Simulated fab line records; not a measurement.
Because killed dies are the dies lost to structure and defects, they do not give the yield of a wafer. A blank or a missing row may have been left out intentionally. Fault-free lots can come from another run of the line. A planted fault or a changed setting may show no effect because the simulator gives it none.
fab line records | flow sky130
record lots=6 wafers=18 lastDay=50
route steps=708 shown LDD_HVN@274 LDD_HVP@278 LDD_LDN@289 PAD_OPEN@708
lots that met no fault: from a run of the same line without faults
startH: hours from the record's opening day to when the first of the lot's shown wafers began | waitH: hours since the lot's step before | " identical to the entry in the row above | L1.1+2: one row covering several wafers at once | - no value, or no start given | * or withheld: withheld | < > ~ a bound
route shown NAME@n: a module of which the file shows steps, and the number in the route of the first | usual: mean/standard deviation taken from wafers without a fault | same: alike in all rows | chamber/n: place in a boat | sites: each site's reading | _std_site: their standard deviation | _edge_site: inner sites' mean taken away from outer sites' mean | radiusMm: how far each site lies from the wafer's centre | mask NAME#n: copy n | behind: the last tool/chamber to shape the wafer | hold: why the lot went on hold/how many hours it stayed there/how the hold came to an end | device: names the non-switching transistor (n, p or np) | end of line: the same wafers' tests at the end of the route | a step without rows: its recipe alone | killed: dies that structure and defects cost at the first sort, which is not the same as the wafer's yield | map: shows each die of a wafer: x if killed, . if not, _ if none is there
set.NAME: the setting as run; set.NAME@STEP: as run at that earlier step | model.NAME: the simulator's own value behind a step, which no gauge read
lots seen at some steps along the route; tables by step, rows by wafer
services: the hour from which a tool's chamber was out of use, counted from the record's first day as startH (under 0 if before that day), plus the number of hours and why
## steps
# step SKY_LDD_HVN_OVL_MEAS_07
# usual LDD_HVN_OVL=0.3/1.6
# columns lot.wafer tool chamber startH waitH LDD_HVN_OVL[nm]
L874.4 overlay-01 - 501.29 0.1 -0.8
L874.5 " - " " -1.3
L874.6 " - " " -1.8
L889.2 overlay-01 - 650.43 0.1 -2.3
L889.4 " - " " -3.1
L889.6 " - " " -2.7
L890.1 overlay-02 - 651.35 0.1 0.3
L890.3 " - " " 0.6
L890.5 " - " " 1.3
L891.1 overlay-02 - 652.35 0.1 2.0
L891.3 " - " " -0.8
L891.5 " - " " 0.0
L892.2 overlay-01 - 653.33 0.1 -0.8
L892.3 " - " " -0.2
L892.6 " - " " 1.8
L893.3 overlay-02 - 665.03 0.1 0.1
L893.5 " - " " -1.3
L893.6 " - " " -0.4
# step SKY_LDD_HVN_IMPLANT_08
# recipe species=P energyKev=60 doseCm2=3e+13 tiltDeg=40
# step SKY_LDD_HVN_STRIP_09
# recipe chemistry=O2/N2 powerW=1400 pressureMtorr=1500 platenTempC=withheld o2FlowSccm=3000 n2FlowSccm=300 overashFraction=0.5
# usual drypumpMotorCurrentA=5.6/0.46 oesProductAu=0.408/0.0046 stripTimeToEndpointS=4.141/0.014
# columns lot.wafer tool chamber startH waitH drypumpMotorCurrentA oesProductAu rfHoursCounterH stripTimeToEndpointS
L874.4 plasmaAsher-03 0 501.49 0.1 6.1 0.416 - 4.161
L874.5 " 0 " " 6.1 0.409 - 4.159
L874.6 " 1 " " 5.1 0.411 - 4.141
L889.2 plasmaAsher-02 0 650.61 0.1 4.9 0.408 17 4.151
L889.4 " 1 " " 5.5 0.405 - 4.143
L889.6 " 1 " " 5.5 0.407 - 4.137
L890.1 plasmaAsher-03 0 651.53 0.1 6.1 0.411 82 4.153
L890.3 " 1 " " 5.1 0.406 - 4.140
L890.5 " 0 " " 6.1 0.411 - 4.162
L891.1 plasmaAsher-04 1 652.53 0.1 6.1 0.411 99 4.147
L891.3 " 0 " " 5.8 0.403 - 4.136
L891.5 " 1 " " 6.1 0.403 - 4.154
L892.2 plasmaAsher-04 0 653.51 0.1 5.7 0.403 99 4.139
L892.3 " 0 " " 5.7 0.406 - 4.140
L892.6 " 1 " " 6.1 0.405 - 4.172
L893.3 plasmaAsher-02 1 665.24 0.1 5.6 0.413 - 4.161
L893.5 " 1 " " 5.6 0.412 - 4.148
L893.6 " 0 " " 4.9 0.407 - 4.156
# step SKY_LDD_HVN_TW_MEAS_10
# usual LDD_HVN_TW=1432/13
# columns lot.wafer tool chamber startH waitH LDD_HVN_TW
L874.4 filmMetro-02 - 501.59 0.1 1446
L874.5 " - " " 1431
L874.6 " - " " 1437
L889.2 filmMetro-04 - 650.72 0.1 1424
L889.4 " - " " 1416
L889.6 " - " " 1410
L890.1 filmMetro-02 - 651.63 0.1 1433
L890.3 " - " " 1431
L890.5 " - " " 1443
L891.1 filmMetro-03 - 652.63 0.1 1441
L891.3 " - " " 1455
L891.5 " - " " 1452
L892.2 filmMetro-02 - 653.62 0.1 1440
L892.3 " - " " 1440
L892.6 " - " " 1448
L893.3 filmMetro-04 - 665.33 0.1 1418
L893.5 " - " " 1411
L893.6 " - " " 1424
# step SKY_LDD_HVP_DEHYDRATE_00
# recipe tempC=200 timeS=60
# step SKY_LDD_HVP_HMDS_01
# recipe primeTimeS=60 primeTempC=120
# step SKY_LDD_HVP_COAT_02
# recipe resist=NOVOLAK spinRpm=3000 resistThkNm=300
# step SKY_LDD_HVP_SOFTBAKE_03
# recipe tempC=90 timeS=60 resist=NOVOLAK
# step SKY_LDD_HVP_EXPOSE_04
# recipe maskId=HVPTM na=0.6 sourceShape=conventional sigmaOuter=0.6 polarization=unpolarized targetCdNm=700 doseMj=86
# step SKY_LDD_HVP_PEB_05
# recipe tempC=withheld timeS=* resist=NOVOLAK
# step SKY_LDD_HVP_DEVELOP_06
# recipe resist=NOVOLAK developer=TMAH developTimeS=60 devTempC=23
# step SKY_LDD_HVP_OVL_MEAS_07
# usual LDD_HVP_OVL=-0.2/1.5
# columns lot.wafer tool chamber startH waitH LDD_HVP_OVL[nm]
L874.4 overlay-02 - 532.95 0.1 1.6
L874.5 " - " " 1.5
L874.6 " - " " 3.1
L889.2 overlay-01 - 679.58 0.1 2.5
L889.4 " - " " 2.2
L889.6 " - " " 1.2
L890.1 overlay-02 - 680.56 0.1 -2.4
L890.3 " - " " -4.0
L890.5 " - " " -3.9
L891.1 overlay-02 - 680.86 0.1 -2.9
L891.3 " - " " -1.9
L891.5 " - " " -2.3
L892.2 overlay-02 - 682.23 0.1 -1.0
L892.3 " - " " 0.7
L892.6 " - " " -1.4
L893.3 overlay-01 - 693.94 0.1 -0.2
L893.5 " - " " -2.0
L893.6 " - " " 0.0
# step SKY_LDD_HVP_IMPLANT_08
# recipe species=B energyKev=20 doseCm2=1.67e+13 tiltDeg=17.9
# usual beamOnS=9.97/0.21 doseIonsCm2=1.6705e+13/1.7e+10 faradayCurrentUA=94.4/1.9 tiltDeg=17.903/0.021
# columns lot.wafer tool chamber startH waitH beamOnS doseIonsCm2 faradayCurrentUA tiltDeg
L874.4 implanter-02 0 533.04 0.1 9.89 1.6714e+13 95.4 17.926
L874.5 " 0 " " 9.89 1.6722e+13 95.1 17.879
L874.6 " 0 " " 9.84 1.6706e+13 95.2 17.864
L889.2 implanter-01 0 679.64 0.0 10.37 1.6714e+13 90.7 17.895
L889.4 " 0 " " 9.89 1.67e+13 94.9 17.932
L889.6 " 0 " " 10.13 1.6688e+13 93.4 17.904
L890.1 implanter-01 0 680.60 0.0 11.89 1.6673e+13 78.9 17.887
L890.3 " 0 " " 12.28 1.6686e+13 76.8 17.847
L890.5 " 0 " " 12.04 1.6698e+13 78.5 17.878
L891.1 implanter-01 0 680.90 0.0 12.40 1.671e+13 76.1 17.916
L891.3 " 0 " " 12.45 1.6724e+13 75.5 17.925
L891.5 " 0 " " 12.05 1.6699e+13 78.2 17.903
L892.2 implanter-02 0 682.29 0.0 10.23 1.6713e+13 91.7 17.910
L892.3 " 0 " " 10.05 1.6733e+13 93.9 17.933
L892.6 " 0 " " 10.06 1.6702e+13 93.3 17.894
L893.3 implanter-02 0 694.01 0.1 10.59 1.6708e+13 88.8 17.884
L893.5 " 0 " " 10.11 1.6705e+13 92.9 17.896
L893.6 " 0 " " 9.97 1.6703e+13 94.6 17.909
# step SKY_LDD_HVP_STRIP_09
# recipe chemistry=O2/N2 powerW=1400 pressureMtorr=1500 platenTempC=withheld o2FlowSccm=3000 n2FlowSccm=300 overashFraction=0.5
# usual drypumpMotorCurrentA=5.6/0.56 oesProductAu=0.409/0.0049 stripTimeToEndpointS=4.143/0.014
# columns lot.wafer tool chamber startH waitH drypumpMotorCurrentA oesProductAu rfHoursCounterH stripTimeToEndpointS
L874.4 plasmaAsher-02 0 533.15 0.1 4.9 0.408 - 4.160
L874.5 " 1 " " 5.5 0.408 - 4.141
L874.6 " 0 " " 4.9 0.420 - 4.144
L889.2 plasmaAsher-02 1 679.76 0.1 5.5 0.411 20 4.133
L889.4 " 0 " " 4.9 0.408 - 4.156
L889.6 " 0 " " 4.9 0.406 - 4.148
L890.1 plasmaAsher-01 0 680.75 0.1 6.6 0.402 59 4.172
L890.3 " 1 " " 5.4 0.415 - 4.178
L890.5 " 1 " " 5.5 0.408 - 4.164
L891.1 plasmaAsher-01 1 681.05 0.1 5.4 0.408 59 4.155
L891.3 " 1 " " 5.4 0.412 - 4.144
L891.5 " 0 " " 6.6 0.405 - 4.149
L892.2 plasmaAsher-03 0 682.41 0.1 6.1 0.411 85 4.131
L892.3 " 1 " " 5.1 0.408 - 4.144
L892.6 " 0 " " 6.1 0.409 - 4.119
L893.3 plasmaAsher-03 1 694.15 0.1 5.1 0.402 - 4.147
L893.5 " 0 " " 6.1 0.414 - 4.158
L893.6 " 1 " " 5.1 0.411 - 4.150
# step SKY_LDD_HVP_TW_MEAS_10
# usual LDD_HVP_TW=452/4.9
# columns lot.wafer tool chamber startH waitH LDD_HVP_TW
L874.4 filmMetro-02 - 533.24 0.1 449
L874.5 " - " " 450
L874.6 " - " " 452
L889.2 filmMetro-02 - 679.87 0.1 453
L889.4 " - " " 453
L889.6 " - " " 455
L890.1 filmMetro-04 - 680.85 0.1 474
L890.3 " - " " 473
L890.5 " - " " 472
L891.1 filmMetro-01 - 681.15 0.1 485
L891.3 " - " " 483
L891.5 " - " " 484
L892.2 filmMetro-04 - 682.52 0.1 445
L892.3 " - " " 446
L892.6 " - " " 450
L893.3 filmMetro-02 - 694.23 0.1 455
L893.5 " - " " 452
L893.6 " - " " 454
# step SKY_LDD_LDN_DEHYDRATE_00
# recipe tempC=200 timeS=60
# step SKY_PAD_OPEN_PROBE_99
# usual killed_at_M0_to_M3=44/6.9 killed_at_M4_up=3.3/2 killedAtContacts=25/5.4 killedAtFrontEnd=16/4.6 killedAtOther=0.2/0.51 killedDies=88/8.9 killedOpen=48/6.8 killedShort=39/5.8
# same grossDies=492 killedAtBackSide=0
# columns lot.wafer tool chamber startH waitH killed_at_M0_to_M3 killed_at_M4_up killedAtContacts killedAtFrontEnd killedAtOther killedDies killedOpen killedShort model.etest.tip_p_5v.rsOhmSq
L874.4 prober-02 - 1100.28 0.2 34 5 26 17 0 82 46 36 2904
L874.5 prober-02 - 1100.33 0.2 28 1 26 22 1 78 48 30 2929
L874.6 prober-02 - 1100.38 0.2 43 6 31 16 0 96 58 38 2907
L889.2 prober-01 - 1192.40 0.1 42 0 28 23 1 94 51 42 2854
L889.4 prober-01 - 1192.50 0.2 43 7 26 16 2 94 49 42 2870
L889.6 prober-01 - 1192.60 0.2 43 0 23 14 1 81 39 42 2866
L890.1 prober-01 - 1196.78 0.1 40 5 22 14 1 82 45 36 2556
L890.3 prober-01 - 1196.88 0.2 37 5 31 11 0 84 52 32 2550
L890.5 prober-01 - 1196.98 0.2 48 9 14 9 0 80 46 34 2541
L891.1 prober-01 - 1198.28 0.1 47 7 12 22 0 88 43 44 2529
L891.3 prober-01 - 1198.38 0.2 50 1 17 11 0 79 45 34 2562
L891.5 prober-01 - 1198.48 0.2 62 1 26 9 0 98 53 45 2562
L892.2 prober-01 - 1199.84 0.1 37 1 35 18 0 91 59 32 2840
L892.3 prober-01 - 1199.89 0.2 43 4 26 14 0 87 38 49 2868
L892.6 prober-01 - 1200.04 0.2 45 3 31 15 0 94 51 43 2880
L893.3 prober-02 - 1201.31 0.2 51 7 36 9 0 103 60 43 2878
L893.5 prober-02 - 1201.41 0.2 34 3 42 17 0 96 47 48 2876
L893.6 prober-02 - 1201.46 0.2 37 2 31 7 0 77 54 23 2891
# killed by level:class
L874.4 LI_CONTACT:geometricParticle:open=12 CONTACT:geometricParticle:open=12 METAL2:geometricParticle:short=8 VIA1:geometricParticle:short=6 METAL1:geometricParticle:short=5 FIELD_ISO:geometricParticle:open=4 VIA2:geometricParticle:short=4 VIA3:geometricParticle:open=3
L874.5 LI_CONTACT:geometricParticle:open=9 CONTACT:geometricParticle:open=8 FIELD_ISO:geometricParticle:short=7 VIA1:geometricParticle:open=7 POLY_GATE:geometricParticle:open=6 VIA2:geometricParticle:open=6 VIA3:geometricParticle:open=5 POLY_GATE:geometricParticle:short=4
L874.6 VIA1:geometricParticle:open=15 CONTACT:geometricParticle:open=10 LI_CONTACT:geometricParticle:open=8 CONTACT:geometricParticle:short=7 VIA3:geometricParticle:open=6 FIELD_ISO:geometricParticle:open=5 METAL2:geometricParticle:short=5 METAL3:geometricParticle:short=5
L889.2 VIA1:geometricParticle:open=10 CONTACT:geometricParticle:short=8 VIA1:geometricParticle:short=8 CONTACT:geometricParticle:open=7 LI_CONTACT:geometricParticle:open=7 METAL2:geometricParticle:short=6 FIELD_ISO:geometricParticle:open=5 POLY_GATE:geometricParticle:open=5
L889.4 CONTACT:geometricParticle:open=13 VIA3:geometricParticle:short=8 LI_CONTACT:geometricParticle:open=7 VIA1:geometricParticle:open=7 FIELD_ISO:geometricParticle:open=6 METAL1:geometricParticle:short=5 METAL2:geometricParticle:short=5 FIELD_ISO:geometricParticle:short=4
L889.6 VIA1:geometricParticle:open=10 LI_CONTACT:geometricParticle:open=6 METAL2:geometricParticle:short=6 POLY_GATE:geometricParticle:open=5 CONTACT:geometricParticle:short=5 CONTACT:geometricParticle:open=5 METAL1:geometricParticle:short=5 VIA2:geometricParticle:open=5
L890.1 VIA1:geometricParticle:open=8 CONTACT:geometricParticle:open=7 LI_CONTACT:geometricParticle:open=6 VIA2:geometricParticle:open=6 VIA2:geometricParticle:short=5 VIA3:geometricParticle:open=5 VIA1:geometricParticle:short=5 FIELD_ISO:geometricParticle:short=4
L890.3 CONTACT:geometricParticle:open=12 VIA2:geometricParticle:open=9 LI_CONTACT:geometricParticle:open=8 VIA1:geometricParticle:open=7 VIA3:geometricParticle:open=6 LOCAL_INTERCONNECT:geometricParticle:short=5 METAL4:geometricParticle:short=5 LI_CONTACT:geometricParticle:short=4
L890.5 VIA2:geometricParticle:open=10 CONTACT:geometricParticle:open=9 VIA1:geometricParticle:open=9 VIA3:geometricParticle:open=7 METAL4:geometricParticle:short=7 FIELD_ISO:geometricParticle:short=5 METAL2:geometricParticle:short=5 METAL1:geometricParticle:short=4
L891.1 VIA1:geometricParticle:open=17 FIELD_ISO:geometricParticle:short=6 CONTACT:geometricParticle:open=6 VIA2:geometricParticle:open=6 FIELD_ISO:geometricParticle:open=5 POLY_GATE:geometricParticle:short=5 VIA1:geometricParticle:short=5 VIA2:geometricParticle:short=5
L891.3 VIA3:geometricParticle:open=10 VIA2:geometricParticle:open=8 VIA1:geometricParticle:open=8 LOCAL_INTERCONNECT:geometricParticle:short=5 METAL1:geometricParticle:short=5 LI_CONTACT:geometricParticle:open=4 CONTACT:geometricParticle:open=4 CONTACT:geometricParticle:short=4
L891.5 VIA1:geometricParticle:open=14 METAL2:geometricParticle:short=10 CONTACT:geometricParticle:open=8 LI_CONTACT:geometricParticle:open=8 VIA1:geometricParticle:short=8 VIA2:geometricParticle:open=7 VIA3:geometricParticle:open=7 CONTACT:geometricParticle:short=6
L892.2 LI_CONTACT:geometricParticle:open=17 CONTACT:geometricParticle:open=11 VIA2:geometricParticle:open=8 VIA1:geometricParticle:open=8 CONTACT:geometricParticle:short=4 METAL1:geometricParticle:short=4 VIA1:geometricParticle:short=4 FIELD_ISO:geometricParticle:open=3
L892.3 VIA1:geometricParticle:open=10 CONTACT:geometricParticle:open=8 VIA1:geometricParticle:short=7 METAL1:geometricParticle:short=7 LOCAL_INTERCONNECT:geometricParticle:short=6 METAL3:geometricParticle:short=6 LI_CONTACT:geometricParticle:short=4 POLY_GATE:geometricParticle:short=3
L892.6 CONTACT:geometricParticle:open=12 METAL2:geometricParticle:short=10 VIA1:geometricParticle:open=9 LI_CONTACT:geometricParticle:open=8 CONTACT:geometricParticle:short=6 VIA2:geometricParticle:open=5 METAL1:geometricParticle:short=4 VIA3:geometricParticle:open=4
L893.3 CONTACT:geometricParticle:open=16 VIA1:geometricParticle:open=12 LI_CONTACT:geometricParticle:open=8 VIA2:geometricParticle:open=7 VIA3:geometricParticle:open=7 METAL3:geometricParticle:short=6 METAL4:geometricParticle:short=6 CONTACT:geometricParticle:short=5
L893.5 CONTACT:geometricParticle:open=15 LOCAL_INTERCONNECT:geometricParticle:short=8 LI_CONTACT:geometricParticle:open=7 VIA1:geometricParticle:open=7 POLY_GATE:geometricParticle:short=6 FIELD_ISO:geometricParticle:short=5 LI_CONTACT:geometricParticle:short=5 CONTACT:geometricParticle:short=5
L893.6 CONTACT:geometricParticle:open=12 VIA1:geometricParticle:open=11 VIA3:geometricParticle:open=10 LI_CONTACT:geometricParticle:open=9 VIA2:geometricParticle:open=5 CONTACT:geometricParticle:short=4 METAL3:geometricParticle:short=4 POLY_GATE:geometricParticle:open=3
## services
# columns tool chamber startH hours kind
plasmaAsher-02 - 484.95 15.1 pm
plasmaAsher-03 - 510.24 28.1 pm
plasmaAsher-03 - 542.06 0.7 repair
plasmaAsher-02 - 550.25 4.6 repair
plasmaAsher-03 - 586.73 3.1 repair
implanter-01 - 588.52 5.1 pm
implanter-02 - 589.38 3.3 repair
plasmaAsher-02 - 594.30 1.3 repair
plasmaAsher-02 - 615.83 28.1 pm
plasmaAsher-03 - 629.14 1.8 repair
implanter-02 - 645.85 1.7 repair
plasmaAsher-03 - 654.65 7.1 repair
plasmaAsher-04 - 685.78 0.7 repair
## key
firstSign step=SKY_LDD_HVP_IMPLANT_08 reading=beamOnS direction=up sigmas=10 usual=9.97 struck=12.18
effect step=SKY_LDD_HVP_IMPLANT_08 reading=faradayCurrentUA direction=down sigmas=8.8 usual=94.4 struck=77.3
effect step=SKY_LDD_HVP_TW_MEAS_10 reading=LDD_HVP_TW direction=up sigmas=5.4 usual=452 struck=478
modelEffect step=SKY_PAD_OPEN_PROBE_99 value=etest.tip_p_5v.rsOhmSq without=2923 struck=2550
metAt SKY_LDD_HVP_IMPLANT_08
struckWafers L890.1,L890.3,L890.5,L891.1,L891.3,L891.5
testerLeftOut L890,L891
onsetBetween 679.64 680.60
fault kind=processParameterDrift tool=implanter-01 chamber=- onsetH=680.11 steps=SKY_LDD_HVP_IMPLANT_08 channel=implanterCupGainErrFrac offset=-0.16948 shape=step endH=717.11
# testerLeftOut: of these lots the tester's yield and bins aren't shown, on N5 and GAA mostly nor the transistor test; their killed dies are dies lost to structure and defects alone, not to doping, threshold or leakage, so they don't give the yield
